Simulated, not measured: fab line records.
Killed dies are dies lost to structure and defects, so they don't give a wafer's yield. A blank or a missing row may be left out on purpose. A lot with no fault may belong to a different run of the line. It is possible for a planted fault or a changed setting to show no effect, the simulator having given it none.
2 desks, one fault ; flow sky130 ; only its own numbers are on each desk; what lay behind them is given at the end

## FOR THE TOOL OWNER'S DESK: rie_diel-04
The tool's own readings at SKY_VIA1_ETCH_14 (etches BARC in N2/H2, stops on SiO2, time 45.9 s, target depth 60 nm): means of the sampled wafers that have a number, for each lot that ran on this tool. If a lot's mean is further than 4 standard deviations from the usual mean, the lot is out of limits and carries the mark OUT (the distance appears in the brackets).
Columns: A = drypump_motor_current_A at SKY_VIA1_ETCH_14, usual 5.8 A; B = oes_product_au at SKY_VIA1_ETCH_14, usual 0.854 a.u.; C = run_length_s at SKY_VIA1_ETCH_14, usual 74.2 s; D = throttle_valve_pct at SKY_VIA1_ETCH_14, usual 13.225 %
lot;first seen here;A;B;C;D
L991;day 34 09:40;5.5;0.853;74.3;13.219
L994;day 35 09:07;5.3;0.857;74.2;13.227
L998;day 37 00:37;5.5;0.860;74.4;13.230
L103;day 38 11:22;5.5;0.927 (+14) OUT;62.0 (-33) OUT;13.218
L105;day 39 08:10;5.3;0.903 (+9.6) OUT;66.0 (-22) OUT;13.233
This desk's verdict: out of limits on L103, L105, starting with L103 at day 38 11:22 (oes_product_au at SKY_VIA1_ETCH_14). In limits: L991, L994, L998.

## FROM THE METROLOGY DESK
Means of the sampled wafers that have a number, per lot and without regard to the tool the lot ran on: this is what the gauges read. If a lot's mean is further than 4 standard deviations from the usual mean, the lot is out of limits and carries the mark OUT (the distance appears in the brackets).
Columns: A = METAL1_ALCU_RS at SKY_METAL1_RS_MEAS_05, usual 0.1274 ohm/sq
lot;first seen here;A
L990;day 31 19:28;0.1262
L991;day 32 00:56;0.1293
L992;day 32 12:34;0.1268
L993;day 32 21:29;0.1257
L994;day 33 02:00;0.1277
L997;day 34 13:50;0.1284
L998;day 34 17:38;0.1280
L999;day 34 23:50;0.1262
L103;day 36 04:02;0.1267
L105;day 37 03:06;0.1284
L109;day 38 05:10;0.1282
L111;day 39 04:37;0.1283
L112;day 39 06:59;0.1266
L113;day 39 15:41;0.1268
This desk found nothing out of limits on any of the 14 lots.

## ALL TOGETHER
An alarm could have come from the tool owner's desk at day 38 11:22, on L103, L105.
From the metrology desk's view, nothing was out of limits.
The metrology desk holds a record of L103, L105, inside its limits.
Of the lots named, all ran SKY_VIA1_ETCH_14 on rie_diel-04.

## WHAT THE SIMULATOR HAD PUT IN
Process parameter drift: rie_diel-04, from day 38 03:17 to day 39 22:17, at SKY_VIA1_ETCH_14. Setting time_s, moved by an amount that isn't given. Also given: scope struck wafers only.
Struck lots among those shown: L103, L105.
Hours from the fault's start to each desk's first reading out of limits: the tool owner's desk, 8.
